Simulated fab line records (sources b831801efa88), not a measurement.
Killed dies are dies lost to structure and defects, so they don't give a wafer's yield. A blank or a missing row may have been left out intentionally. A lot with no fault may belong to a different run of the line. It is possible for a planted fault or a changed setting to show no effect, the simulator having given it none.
The tool behind it: which one? | flow gf180mcu | Sampling: 12 lots, 36 wafers, 6 of 602 route steps

WHAT THE GAUGES READ, wafer by wafer
GF_STI_BOW_MEAS_00. Usual: INCOMING_BOW gives -1 um (standard deviation 5.7).
lot  | measured    | on            | INCOMING_BOW (um) | flag
L175 | day 1 10:00 | film-metro-03 | 5 0 -7            |
L176 | day 1 15:00 | film-metro-04 | 1 2 -3            |
L177 | day 1 20:01 | film-metro-04 | 0 -1 0            |
L178 | day 2 01:00 | film-metro-01 | 10 2 -7           |
L179 | day 2 06:00 | film-metro-03 | 1 -9 0            |
L181 | day 2 16:00 | film-metro-04 | -4 11 6           |
L183 | day 3 02:02 | film-metro-01 | -1 -15 -6         |
L184 | day 3 07:01 | film-metro-03 | 0 12 -6           |
L185 | day 3 12:01 | film-metro-03 | -7 -6 -6          |
L186 | day 3 17:02 | film-metro-04 | -6 6 3            |
L187 | day 3 22:00 | film-metro-04 | 10 -7 -2          |
L197 | day 6 00:02 | film-metro-03 | 6 -11 5           |

GF_STI_THK_MEAS_02. Usual: STI_OXIDATION_THK gives 10.14 nm (standard deviation 0.16).
lot  | measured    | on            | STI_OXIDATION_THK (nm) | flag
L175 | day 1 11:31 | film-metro-03 | 10.03 10.09 10.03      |
L176 | day 1 16:31 | film-metro-04 | 9.92 10.06 9.99        |
L177 | day 1 21:31 | film-metro-01 | 10.20 10.21 10.39      |
L178 | day 2 02:31 | film-metro-04 | 10.14 10.18 10.15      |
L179 | day 2 09:09 | film-metro-01 | 10.36 10.17 10.21      |
L181 | day 2 17:31 | film-metro-04 | 10.40 10.27 10.24      |
L183 | day 3 04:20 | film-metro-04 | 10.53 10.50 10.33      |
L184 | day 3 09:23 | film-metro-03 | 9.95 10.06 10.13       |
L185 | day 3 16:24 | film-metro-03 | 10.14 10.09 10.14      |
L186 | day 3 21:11 | film-metro-03 | 10.33 10.25 10.14      |
L187 | day 4 00:56 | film-metro-04 | 10.08 10.03 10.04      |
L197 | day 6 01:32 | film-metro-03 | 10.35 10.24 10.42      |

GF_STI_THK_MEAS_04. Usual: STI_CVD_03_THK gives 206.9 nm (standard deviation 1.8).
lot  | measured    | on            | STI_CVD_03_THK (nm) | flag
L175 | day 1 14:41 | film-metro-03 | 208.8 208.2 210.8   |
L176 | day 1 18:34 | film-metro-01 | 209.2 208.4 207.5   |
L177 | day 1 23:34 | film-metro-03 | 205.1 206.1 205.7   |
L178 | day 2 04:34 | film-metro-01 | 206.7 205.9 207.0   |
L179 | day 2 11:11 | film-metro-01 | 207.6 209.3 208.3   |
L181 | day 2 19:34 | film-metro-01 | 206.9 207.7 206.2   |
L183 | day 3 06:23 | film-metro-01 | 205.9 204.0 203.4   |
L184 | day 3 11:26 | film-metro-03 | 207.4 206.2 205.3   |
L185 | day 3 18:27 | film-metro-03 | 206.2 207.0 206.8   |
L186 | day 3 23:14 | film-metro-01 | 81.7 82.4 82.6      | OFF
L187 | day 4 02:59 | film-metro-04 | 207.8 208.7 208.0   |
L197 | day 6 03:35 | film-metro-01 | 207.4 208.2 207.3   |

GF_MVSD_OVL_MEAS_07. Usual: MVSD_OVL gives -0.1 nm (standard deviation 1.2).
lot  | measured    | on         | MVSD_OVL (nm)  | flag
L175 | day 4 10:17 | overlay-01 | 0.9 -0.8 0.2   |
L176 | day 4 15:17 | overlay-02 | -1.5 -0.1 -1.5 |
L177 | day 4 19:54 | overlay-02 | -2.0 -0.8 -0.1 |
L178 | day 5 01:20 | overlay-01 | -0.2 1.3 0.1   |
L179 | day 5 10:38 | overlay-01 | -2.0 -1.3 -1.1 |
L181 | day 5 20:35 | overlay-02 | 0.0 -0.8 0.3   |
L183 | day 6 11:47 | overlay-01 | 0.0 -1.1 -1.6  |
L184 | day 6 17:59 | overlay-02 | 1.7 0.3 -1.5   |
L185 | day 6 23:35 | overlay-02 | -0.3 -1.3 -0.5 |
L186 | day 7 03:44 | overlay-02 | -1.6 0.0 0.2   |
L187 | day 7 09:38 | overlay-02 | -0.1 2.6 2.0   |
L197 | day 9 17:47 | overlay-02 | 1.6 0.7 0.8    |

WHAT TOOL EACH LOT RAN ON (gives the tool, then ch and the chambers of the sampled wafers, and finally the start)
lot  | GF_STI_CVD_03              | GF_STI_ETCH_13
L175 | lpcvd-02 ch 1, day 1 12:42 | rie-diel-01 ch 0,1,3, day 2 02:36
L176 | lpcvd-02 ch 1, day 1 16:34 | rie-diel-03 ch 1,3, day 2 06:36
L177 | lpcvd-02 ch 0, day 1 21:34 | rie-diel-03 ch 0,2,3, day 2 11:43
L178 | lpcvd-02 ch 1, day 2 02:34 | rie-diel-01 ch 0,2,3, day 2 16:39
L179 | lpcvd-02 ch 1, day 2 09:13 | rie-diel-03 ch 0,1, day 2 23:24
L181 | lpcvd-02 ch 1, day 2 17:34 | rie-diel-03 ch 0,2,3, day 3 07:33
L183 | lpcvd-02 ch 0, day 3 04:23 | rie-diel-01 ch 0,3, day 3 18:43
L184 | lpcvd-02 ch 1, day 3 09:26 | rie-diel-02 ch 0,1,3, day 4 00:09
L185 | lpcvd-02 ch 0, day 3 16:27 | rie-diel-03 ch 0,1,3, day 4 07:48
L186 | lpcvd-02 ch 0, day 3 21:13 | rie-diel-01 ch 0,1,2, day 4 12:18
L187 | lpcvd-01 ch 1, day 4 00:59 | rie-diel-03 ch 0,2,3, day 4 16:06
L197 | lpcvd-01 ch 0, day 6 01:34 | rie-diel-01 ch 0,1, day 6 18:48
- GF_STI_CVD_03: deposits Si3N4 from DCS/NH3, target thk 207.16 nm, time 3551 s.
- GF_STI_ETCH_13: etches the open film in CHF3/O2, stops on Si, target depth 282.31 nm, time 112.9 s.

WHAT THE TOOLS THEMSELVES READ (means of the sampled wafers that have a number; where no wafer has one, the mark that the record gives instead)
GF_STI_CVD_03. Usual: pressure-mtorr 249.9 mTorr, standard deviation 0.47; zone-power-centre-pct 15.37 %, standard deviation 0.29.
lot  | tool     | pressure-mtorr (mTorr) | zone-power-centre-pct (%) | flag
L175 | lpcvd-02 | 250.1                  | 15.72                     |
L176 | lpcvd-02 | 250.2                  | 15.58                     |
L177 | lpcvd-02 | 249.7                  | 15.17                     |
L178 | lpcvd-02 | 249.9                  | 15.60                     |
L179 | lpcvd-02 | 250.5                  | 15.79                     |
L181 | lpcvd-02 | 249.9                  | 15.63                     |
L183 | lpcvd-02 | 250.3                  | 15.19                     |
L184 | lpcvd-02 | 249.8                  | 15.62                     |
L185 | lpcvd-02 | 250.1                  | 15.25                     |
L186 | lpcvd-02 | 250.5                  | 15.13                     |
L187 | lpcvd-01 | 250.3                  | 15.04                     |
L197 | lpcvd-01 | 249.8                  | 15.02                     |

GF_STI_ETCH_13. Usual: drypump-motor-current-A 5.99 A, standard deviation 0.3; oes-product-au 0.831 a.u., standard deviation 0.0065; throttle-valve-pct 8.811 %, standard deviation 0.0088.
lot  | tool        | drypump-motor-current-A (A) | oes-product-au (a.u.) | throttle-valve-pct (%) | flag
L175 | rie-diel-01 | 5.93                        | 0.840                 | 8.819                  |
L176 | rie-diel-03 | 6.09                        | 0.837                 | 8.807                  |
L177 | rie-diel-03 | 6.16                        | 0.831                 | 8.815                  |
L178 | rie-diel-01 | 5.96                        | 0.828                 | 8.804                  |
L179 | rie-diel-03 | 5.76                        | 0.833                 | 8.817                  |
L181 | rie-diel-03 | 6.13                        | 0.835                 | 8.812                  |
L183 | rie-diel-01 | 6.01                        | 0.818                 | 8.801                  |
L184 | rie-diel-02 | 6.03                        | 0.834                 | 8.810                  |
L185 | rie-diel-03 | 6.03                        | 0.828                 | 8.807                  |
L186 | rie-diel-01 | 5.82                        | 0.555                 | 8.722                  | OFF
L187 | rie-diel-03 | 6.14                        | 0.837                 | 8.810                  |
L197 | rie-diel-01 | 5.78                        | 0.829                 | 8.811                  |

THE ANSWER, worked out from the rows above alone
Rule: take the mean of a lot's wafers that have a number; if it is more than 3 standard deviations from the usual mean, the lot is off. A lot without any number at a reading at which 4 lots or more have one is off too. The other lots that the step has rows for count as sound. Order of review: gauges by route order, followed by the tools' own readings, for which a lot's mean as printed above is used. The first step at which some lot is off is used, and at that step the reading that is off furthest; a lot without a number counts as furthest.
Off: L186, seen at GF_STI_THK_MEAS_04 (STI_CVD_03_THK).
A tool fits if, at a process step before that reading, it ran every lot that is off, and no sound lot after the first of them. The gauges at GF_STI_THK_MEAS_04 aren't tried: what is off there is off at GF_STI_ETCH_13 too, on other tools, and a gauge's error can't cause that. One fits: GF_STI_CVD_03 on lpcvd-02. A fault onset in the window from L185 (day 3 16:27, its last sound lot) to L186 (day 3 21:13, its first lot off) fits.

WHAT HAD BEEN PUT IN BY THE SIMULATOR
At GF_STI_CVD_03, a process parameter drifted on lpcvd-02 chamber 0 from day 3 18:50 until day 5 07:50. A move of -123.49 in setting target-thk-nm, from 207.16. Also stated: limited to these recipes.
Struck lots among those shown: L186. Same finding as the rule above.
